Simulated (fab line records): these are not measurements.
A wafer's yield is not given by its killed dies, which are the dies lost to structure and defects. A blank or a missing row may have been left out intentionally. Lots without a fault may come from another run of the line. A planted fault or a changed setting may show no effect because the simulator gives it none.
Matching of chambers :: flow sky130 :: SKY_VIA3_CMP_02 on cmp-02: 4 sister chambers
The step polishes SiO2. 8 wafers are shown with their chamber, then 12 later ones without.

== WAFERS PAIRED WITH THEIR CHAMBERS ==
wafer: L087.2
chamber: 0
motor current A (A): 12.9

wafer: L088.5
chamber: 1
motor current A (A): 11.5

wafer: L088.6
chamber: 2
motor current A (A): 11.0

wafer: L090.1
chamber: 1
motor current A (A): 11.1

wafer: L090.4
chamber: 2
motor current A (A): 12.1

wafer: L091.2
chamber: 0
motor current A (A): 13.2

wafer: L091.3
chamber: 3
motor current A (A): 10.0

wafer: L091.5
chamber: 3
motor current A (A): 10.4

== WAFERS WITH NO CHAMBER GIVEN ==
wafer: L092.1
motor current A (A): 12.3

wafer: L092.2
motor current A (A): 11.4

wafer: L092.4
motor current A (A): 11.1

wafer: L093.3
motor current A (A): 11.8

wafer: L093.4
motor current A (A): 12.5

wafer: L093.6
motor current A (A): 12.2

wafer: L094.1
motor current A (A): 12.3

wafer: L094.4
motor current A (A): 12.0

wafer: L094.5
motor current A (A): 12.7

wafer: L096.2
motor current A (A): 12.6

wafer: L096.3
motor current A (A): 11.3

wafer: L096.6
motor current A (A): 10.4

== THE CHAMBER EACH PASSED THROUGH ==
wafer: L092.1
from the rows above: can't be placed: 0 or 2 or 1
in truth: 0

wafer: L092.2
from the rows above: can't be placed: 1 or 2
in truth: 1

wafer: L092.4
from the rows above: can't be placed: 1 or 2 or 3
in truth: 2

wafer: L093.3
from the rows above: can't be placed: 2 or 1
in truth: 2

wafer: L093.4
from the rows above: can't be placed: 0 or 2 or 1
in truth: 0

wafer: L093.6
from the rows above: can't be placed: 2 or 0 or 1
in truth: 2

wafer: L094.1
from the rows above: can't be placed: 0 or 2 or 1
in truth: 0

wafer: L094.4
from the rows above: can't be placed: 2 or 1 or 0
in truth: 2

wafer: L094.5
from the rows above: can't be placed: 0 or 2
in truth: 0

wafer: L096.2
from the rows above: can't be placed: 0 or 2 or 1
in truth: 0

wafer: L096.3
from the rows above: can't be placed: 1 or 2
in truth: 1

wafer: L096.6
from the rows above: can't be placed: 3 or 1
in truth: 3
Placed correctly: 0 of 12. Can't be placed from these rows: 12 (the true chamber is among the candidates in 12). Wrongly placed: 0.
How it was worked out, from the rows above alone: a wafer's distance from a chamber is the root of the sum, over the readings, of the square of ((its reading less the chamber's mean) divided by the reading's scatter). If the next closest chamber is less than 2 further off than the closest, the wafer can't be placed; otherwise it belongs to the closest. Each chamber's mean is taken over the wafers shown for it. How the scatter is found: for the shown wafers, subtract from each reading the mean of its chamber, square and add these, divide the total by (wafers less chambers), then take the root.
